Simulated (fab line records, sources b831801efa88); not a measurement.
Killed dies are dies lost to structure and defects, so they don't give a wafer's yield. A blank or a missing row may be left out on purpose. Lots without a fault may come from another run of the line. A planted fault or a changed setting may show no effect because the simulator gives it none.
Which tool did it? | flow sky130 | 6 lots, 18 wafers sampled, at 3 steps of a route of 708

WHAT THE GAUGES READ, wafer by wafer
SKY_METAL2_OVL_MEAS_16.
lot  | measured     | on         | METAL2_OVL (nm)
L519 | day 35 23:04 | overlay-01 | 2 8 3
L521 | day 36 11:00 | overlay-02 | -9 -16 -16
L523 | day 37 05:49 | overlay-01 | -22 -16 -16
L525 | day 38 01:07 | overlay-01 | -14 -7 -4
L532 | day 39 23:21 | overlay-01 | -14 -27 -12
L535 | day 40 23:33 | overlay-01 | 0 6 0

WHICH TOOL RAN EACH LOT (tool, then ch and the chambers of the sampled wafers, then the start)
lot  | SKY_METAL2_SPUTTER_00        | SKY_METAL2_SPUTTER_04
L519 | pvd_sputter-03, day 34 20:22 | pvd_sputter-03, day 34 20:27
L521 | pvd_sputter-01, day 35 08:09 | pvd_sputter-01, day 35 08:14
L523 | pvd_sputter-02, day 36 04:04 | pvd_sputter-02, day 36 04:09
L525 | pvd_sputter-01, day 36 23:16 | pvd_sputter-01, day 36 23:21
L532 | pvd_sputter-02, day 38 23:06 | pvd_sputter-02, day 38 23:11
L535 | pvd_sputter-03, day 39 21:52 | pvd_sputter-03, day 39 21:57
- SKY_METAL2_SPUTTER_00: material Ti, target thk 15 nm, time 10 s.
- SKY_METAL2_SPUTTER_04: material TiN, target thk 70 nm, time 58.3 s.

THE ANSWER, worked out from the rows above alone
Rule: what is usual is taken from the lots themselves. Put in order of their means at a reading, lots are off if they are a third of the lots or fewer, leave a main group of 4 or more, and stand apart from it by a gap of 3 or more times the standard deviation of the main group's means; of several such gaps the widest counts. A main group whose means are all the same, to the digits that the tables above print for the reading, isn't used. A lot without any number at a reading at which 4 lots or more have one is off too. The other lots that the step has rows for count as sound.
No lot is off at any reading shown: from this, nothing can be told.

WHAT THE SIMULATOR HAD PUT IN
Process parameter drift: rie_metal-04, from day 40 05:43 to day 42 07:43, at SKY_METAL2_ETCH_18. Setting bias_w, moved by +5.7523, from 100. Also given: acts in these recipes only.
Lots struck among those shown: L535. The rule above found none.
